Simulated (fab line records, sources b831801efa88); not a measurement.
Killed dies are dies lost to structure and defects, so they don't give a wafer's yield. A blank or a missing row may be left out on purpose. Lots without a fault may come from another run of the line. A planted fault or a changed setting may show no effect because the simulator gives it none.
One fault seen from 2 desks | flow gf180mcu | each desk has only its own numbers; what lay behind them comes last

THE METROLOGY DESK
What the gauges read, lot by lot, whatever tool the lot ran on: means of the sampled wafers that have a number. A lot is out of limits, marked OUT, if its mean lies more than 4 standard deviations from the usual mean; the brackets give that distance.
Columns: A = TOP_METAL_OVL at GF_TOP_METAL_OVL_MEAS_15, usual -0.3 nm
lot  | first seen here | A
L306 | day 28 10:32    | -3.3
L307 | day 28 18:10    | -1.8
L308 | day 28 22:19    | -3.0
L309 | day 29 08:55    | 0.4
L310 | day 29 15:56    | -1.3
L311 | day 29 23:58    | 2.7
L312 | day 30 09:37    | -1.1
L315 | day 31 05:38    | -1.9
L319 | day 32 17:53    | -2.6
L321 | day 32 23:17    | -1.2
L320 | day 33 01:49    | 0.9
L327 | day 34 09:17    | -0.4
L328 | day 34 15:52    | 1.3
This desk's finding: nothing out of limits on any of the 13 lots.

THE TOOL OWNER'S DESK: pvd_sputter-03
The tool's own readings at GF_SALICIDE_SPUTTER_03 (material TiN, target thk 20 nm, time 16.7 s): means of the sampled wafers that have a number, for each lot that ran on this tool. A lot is out of limits, marked OUT, if its mean lies more than 4 standard deviations from the usual mean; the brackets give that distance.
Columns: A = throttle_valve_pct at GF_SALICIDE_SPUTTER_03, usual 30.7 %
lot  | first seen here | A
L309 | day 16 09:53    | 30.3
L311 | day 17 04:43    | 29.9
L319 | day 20 22:10    | 29.9
L320 | day 21 10:25    | 30.1
This desk's finding: nothing out of limits on any of the 4 lots.

PUT TOGETHER
The metrology desk saw nothing out of limits.
The tool owner's desk saw nothing out of limits.

WHAT THE SIMULATOR HAD PUT IN
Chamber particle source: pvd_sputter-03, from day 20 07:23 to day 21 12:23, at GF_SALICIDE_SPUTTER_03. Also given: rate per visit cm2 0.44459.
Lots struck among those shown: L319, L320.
